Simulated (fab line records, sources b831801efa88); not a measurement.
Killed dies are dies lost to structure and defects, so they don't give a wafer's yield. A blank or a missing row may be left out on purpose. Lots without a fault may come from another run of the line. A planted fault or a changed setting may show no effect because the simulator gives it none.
fab line records | flow gf180mcu
record lots=9 wafers=27 last_day=32
route steps=602 shown PSD@256 SALICIDE@283 CONTACT@288
lots that met no fault: from a run of the same line without faults
start_h: hours from the record's first day to the start of the lot's first wafer shown | wait_h: hours since the lot's step before | " the same as in the row above | L1.1+2: a row that stands for several wafers | - no value, or no start given | * or withheld: withheld | < > ~ a bound
route shown NAME@n: a module of which the file shows steps, and the number in the route of the first | usual: mean/standard deviation of fault-free wafers | same: alike in all rows | chamber/n: place in a boat | sites: the reading at each site | _std_site: their standard deviation | _edge_site: outer sites' mean less inner sites' | radius_mm: how far each site lies from the wafer's centre | mask NAME#n: copy n | behind: the tool/chamber that last shaped the wafer | hold: why the lot was held/for how many hours/how that ended | device: the transistor (n, p or np) that didn't switch | end of line: the same wafers' tests at the end of the route | a step without rows: its recipe alone | killed: dies lost to structure and defects at the first sort, not the wafer's yield | map: a wafer's dies, x killed, . not, _ none there
set.NAME: the setting as run; set.NAME@STEP: as run at that earlier step | model.NAME: the simulator's own value behind a step, which no gauge read
steps of the route over a sample of lots; a table a step, a row a wafer
services: from which hour (start_h, from the record's first day; less than 0 if before it) a tool's chamber was out of use, for how many hours, and why
## steps
# step GF_PSD_OVL_MEAS_08
# usual PSD_OVL=-0.6/1.3
# columns lot.wafer tool chamber start_h wait_h PSD_OVL[nm]
L542.3 overlay-01 - 318.53 0.1 -1.8
L542.5 " - " " 1.1
L542.6 " - " " 0.1
L543.3 overlay-02 - 328.97 0.1 0.2
L543.4 " - " " 0.1
L543.5 " - " " -2.2
L544.1 overlay-02 - 337.81 0.1 0.0
L544.5 " - " " -0.9
L544.6 " - " " -2.2
L545.1 overlay-02 - 343.01 0.1 -0.9
L545.5 " - " " -1.1
L545.6 " - " " -0.9
L548.1 overlay-01 - 366.86 0.1 -1.2
L548.5 " - " " 1.7
L548.6 " - " " -1.2
L549.1 overlay-01 - 371.90 0.1 0.3
L549.4 " - " " 2.5
L549.6 " - " " -0.9
L552.1 overlay-01 - 401.66 0.1 -1.3
L552.3 " - " " -1.0
L552.6 " - " " -0.9
L553.1 overlay-02 - 409.36 0.1 0.3
L553.4 " - " " 1.6
L553.6 " - " " 0.8
L554.3 overlay-01 - 424.01 0.1 1.1
L554.5 " - " " -1.3
L554.6 " - " " 2.5
# step GF_PSD_IMPLANT_09
# recipe species=BF2 energy_kev=40 dose_cm2=1.5e+15 tilt_deg=7
# usual beam_energy_keV=40.000/0.014 implant_ion_amu=49/0 tilt_deg=6.999/0.019
# columns lot.wafer tool chamber start_h wait_h beam_energy_keV implant_ion_amu tilt_deg
L542.3 implanter-03 0 318.60 0.1 40.006 49 7.013
L542.5 " 0 " " 40.002 49 7.015
L542.6 " 0 " " 39.999 49 7.023
L543.3 implanter-01 0 329.05 0.1 40.007 49 7.003
L543.4 " 0 " " 39.989 49 6.995
L543.5 " 0 " " 40.009 49 6.984
L544.1 implanter-03 0 337.85 0.0 39.968 49 6.964
L544.5 " 0 " " 39.992 49 7.011
L544.6 " 0 " " 40.006 49 6.989
L545.1 implanter-01 0 343.05 0.0 39.995 49 6.985
L545.5 " 0 " " 40.007 49 7.009
L545.6 " 0 " " 39.994 49 7.001
L548.1 implanter-04 0 366.90 0.0 40.003 49 6.996
L548.5 " 0 " " 39.990 49 7.007
L548.6 " 0 " " 39.993 49 6.979
L549.1 implanter-04 0 371.93 0.0 39.981 49 6.995
L549.4 " 0 " " 39.996 49 6.989
L549.6 " 0 " " 40.001 49 6.974
L552.1 implanter-04 0 401.70 0.0 40.008 11 7.005
L552.3 " 0 " " 40.019 11 7.007
L552.6 " 0 " " 39.994 11 6.978
L553.1 implanter-01 0 409.40 0.0 40.005 11 7.004
L553.4 " 0 " " 40.022 11 7.001
L553.6 " 0 " " 39.988 11 6.993
L554.3 implanter-04 0 424.08 0.1 40.005 11 6.991
L554.5 " 0 " " 40.005 11 6.998
L554.6 " 0 " " 40.020 11 7.008
# step GF_PSD_STRIP_10
# recipe chemistry=O2/N2 power_w=1400 pressure_mtorr=1500 platen_temp_c=250 o2_flow_sccm=3000 n2_flow_sccm=300 overash_fraction=0.5
# usual drypump_motor_current_A=5.7/0.43 heater_power_w=364/19 o2_flow_sccm=3000/9.3 oes_product_au=0.593/0.0045 strip_time_to_endpoint_s=16.52/0.037
# same overash_fraction=0.5
# columns lot.wafer tool chamber start_h wait_h drypump_motor_current_A heater_power_w o2_flow_sccm oes_product_au rf_hours_counter_h strip_time_to_endpoint_s
L542.3 plasma_asher-01 0 318.73 0.1 6.5 375 2999 0.595 - 16.54
L542.5 " 1 " " 5.7 353 3003 0.590 - 16.56
L542.6 " 0 " " 6.5 370 2999 0.592 - 16.56
L543.3 plasma_asher-02 1 329.18 0.1 5.6 370 2991 0.585 - 16.54
L543.4 " 0 " " 5.3 385 3003 0.595 - 16.53
L543.5 " 0 " " 5.3 382 2993 0.598 - 16.57
L544.1 plasma_asher-02 1 338.00 0.1 5.6 366 3000 0.593 55 16.51
L544.5 " 1 " " 5.6 366 2996 0.595 - 16.49
L544.6 " 0 " " 5.3 389 3001 0.595 - 16.49
L545.1 plasma_asher-02 0 343.20 0.1 5.3 388 3008 0.593 55 16.45
L545.5 " 0 " " 5.3 373 3013 0.590 - 16.52
L545.6 " 1 " " 5.6 360 3008 0.598 - 16.54
L548.1 plasma_asher-02 1 367.05 0.1 5.6 365 2998 0.598 58 16.49
L548.5 " 0 " " 5.2 387 2999 0.597 - 16.48
L548.6 " 1 " " 5.6 361 2985 0.598 - 16.46
L549.1 plasma_asher-02 1 372.08 0.1 5.6 367 2993 0.597 58 16.48
L549.4 " 0 " " 5.2 384 3001 0.592 - 16.45
L549.6 " 0 " " 5.2 385 3012 0.592 - 16.45
L552.1 plasma_asher-02 1 401.85 0.1 5.6 360 2990 0.630 61 14.74
L552.3 " 1 " " 5.6 360 2994 0.635 - 14.81
L552.6 " 1 " " 5.6 362 3006 0.629 - 14.84
L553.1 plasma_asher-04 1 409.55 0.1 5.9 322 3007 0.631 76 14.80
L553.4 " 0 " " 5.3 326 3005 0.629 - 14.80
L553.6 " 1 " " 5.8 336 3006 0.636 - 14.82
L554.3 plasma_asher-02 0 424.22 0.1 5.3 385 2996 0.636 - 14.86
L554.5 " 1 " " 5.6 354 3014 0.632 - 14.85
L554.6 " 0 " " 5.3 389 2998 0.638 - 14.85
# step GF_PSD_TW_MEAS_11
# usual PSD_TW=3156/30
# columns lot.wafer tool chamber start_h wait_h PSD_TW
L542.3 film_metro-02 - 318.82 0.1 3139
L542.5 " - " " 3143
L542.6 " - " " 3143
L543.3 film_metro-02 - 329.27 0.1 3149
L543.4 " - " " 3133
L543.5 " - " " 3140
L544.1 film_metro-01 - 338.10 0.1 3136
L544.5 " - " " 3140
L544.6 " - " " 3128
L545.1 film_metro-01 - 343.30 0.1 3139
L545.5 " - " " 3149
L545.6 " - " " 3135
L548.1 film_metro-03 - 367.15 0.1 3214
L548.5 " - " " 3221
L548.6 " - " " 3213
L549.1 film_metro-01 - 372.18 0.1 3149
L549.4 " - " " 3160
L549.6 " - " " 3136
L552.1 film_metro-02 - 401.95 0.1 2117
L552.3 " - " " 2127
L552.6 " - " " 2118
L553.1 film_metro-01 - 409.65 0.1 2118
L553.4 " - " " 2126
L553.6 " - " " 2115
L554.3 film_metro-02 - 424.30 0.1 2149
L554.5 " - " " 2132
L554.6 " - " " 2150
# step GF_PSD_RS_MEAS_15
# recipe thk_meas_gauge=four-point-probe
# usual PSD_RS=108.63/0.29
# columns lot.wafer tool chamber start_h wait_h PSD_RS[ohm/sq]
L542.3 film_metro-03 - 319.15 0.1 107.98
L542.5 " - " " 107.71
L542.6 " - " " 107.80
L543.3 film_metro-03 - 329.60 0.1 108.42
L543.4 " - " " 108.60
L543.5 " - " " 109.09
L544.1 film_metro-03 - 338.41 0.1 108.47
L544.5 " - " " 108.39
L544.6 " - " " 108.28
L545.1 film_metro-03 - 343.61 0.1 108.51
L545.5 " - " " 108.66
L545.6 " - " " 108.64
L548.1 film_metro-02 - 367.46 0.1 108.72
L548.5 " - " " 108.62
L548.6 " - " " 108.81
L549.1 film_metro-01 - 372.50 0.1 108.44
L549.4 " - " " 108.65
L549.6 " - " " 108.63
L552.1 film_metro-01 - 402.26 0.1 79.33
L552.3 " - " " 79.15
L552.6 " - " " 78.98
L553.1 film_metro-01 - 409.96 0.1 79.02
L553.4 " - " " 79.34
L553.6 " - " " 79.17
L554.3 film_metro-03 - 424.64 0.1 78.64
L554.5 " - " " 78.73
L554.6 " - " " 78.72
# step GF_SALICIDE_THK_MEAS_05
# recipe thk_meas_gauge=xrf reads=TiN_of_SALICIDE_SPUTTER_03
# usual SALICIDE_TIN_THK=20.1/0.31
# columns lot.wafer tool chamber start_h wait_h SALICIDE_TIN_THK[nm]
L542.3 film_metro-04 - 341.48 0.1 20.5
L542.5 " - " " 19.8
L542.6 " - " " 19.8
L543.3 film_metro-03 - 351.74 0.1 20.3
L543.4 " - " " 20.1
L543.5 " - " " 20.5
L544.1 film_metro-04 - 360.71 0.1 19.8
L544.5 " - " " 19.3
L544.6 " - " " 19.8
L545.1 film_metro-03 - 365.52 0.1 19.6
L545.5 " - " " 20.2
L545.6 " - " " 19.9
L548.1 film_metro-04 - 390.97 0.1 19.5
L548.5 " - " " 20.1
L548.6 " - " " 19.7
L549.1 film_metro-02 - 395.66 0.1 19.6
L549.4 " - " " 19.9
L549.6 " - " " 20.1
L552.1 film_metro-02 - 426.46 0.1 20.3
L552.3 " - " " 20.1
L552.6 " - " " 20.1
L553.1 film_metro-03 - 434.51 0.1 20.1
L553.4 " - " " 20.1
L553.6 " - " " 19.6
L554.3 film_metro-04 - 449.38 0.1 20.6
L554.5 " - " " 20.5
L554.6 " - " " 20.5
# step GF_CONTACT_THK_MEAS_01
# recipe reads=SiO2_of_CONTACT_CVD_00
# usual CONTACT_CVD_00_THK=299/3.7
# columns lot.wafer tool chamber start_h wait_h CONTACT_CVD_00_THK[nm]
L542.3 film_metro-01 - 341.89 0.0 305
L542.5 " - " " 307
L542.6 " - " " 307
L543.3 film_metro-04 - 352.14 0.0 301
L543.4 " - " " 302
L543.5 " - " " 304
L544.1 film_metro-02 - 361.11 0.0 307
L544.5 " - " " 301
L544.6 " - " " 306
L545.1 film_metro-01 - 365.91 0.0 301
L545.5 " - " " 302
L545.6 " - " " 300
L548.1 film_metro-01 - 391.37 0.0 300
L548.5 " - " " 302
L548.6 " - " " 298
L549.1 film_metro-04 - 396.06 0.0 306
L549.4 " - " " 307
L549.6 " - " " 301
L552.1 film_metro-01 - 426.86 0.0 304
L552.3 " - " " 302
L552.6 " - " " 301
L553.1 film_metro-01 - 434.90 0.0 301
L553.4 " - " " 299
L553.6 " - " " 297
L554.3 film_metro-01 - 449.78 0.0 290
L554.5 " - " " 294
L554.6 " - " " 296
## services
# columns tool chamber start_h hours kind
implanter-03 - 296.43 0.9 repair
implanter-03 - 312.77 5.7 repair
plasma_asher-01 - 318.02 0.4 repair
plasma_asher-01 - 351.07 2.8 pm
implanter-03 - 367.75 8.0 repair
plasma_asher-02 - 378.81 2.8 pm
plasma_asher-01 - 394.80 28.1 pm
plasma_asher-04 - 421.25 9.0 pm
plasma_asher-04 0 421.25 9.0 vent_cycle
plasma_asher-04 1 421.25 9.0 vent_cycle
## key
first_sign step=GF_PSD_IMPLANT_09 reading=implant_ion_amu direction=down sigmas=99+ usual=49 struck=11
effect step=GF_PSD_STRIP_10 reading=strip_time_to_endpoint_s direction=down sigmas=46 usual=* struck=*
effect step=GF_PSD_TW_MEAS_11 reading=PSD_TW direction=down sigmas=34 usual=3156 struck=2128
effect step=GF_PSD_RS_MEAS_15 reading=PSD_RS direction=down sigmas=99+ usual=108.63 struck=79.01
met_at GF_PSD_IMPLANT_09
struck_lots L552,L553,L554
tester_left_out L552,L553,L554
not_acting_at GF_PSD_OVL_MEAS_08,GF_SALICIDE_THK_MEAS_05,GF_CONTACT_THK_MEAS_01
onset_between 371.93 401.70
fault kind=wrong_recipe_download tool=implanter-01,implanter-03,implanter-04 chamber=- onset_h=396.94 steps=GF_PSD_IMPLANT_09 wrong_recipe.not_listed=1
# tester_left_out: of these lots the tester's yield and bins aren't shown, on N5 and GAA mostly nor the transistor test; their killed dies are dies lost to structure and defects alone, not to doping, threshold or leakage, so they don't give the yield
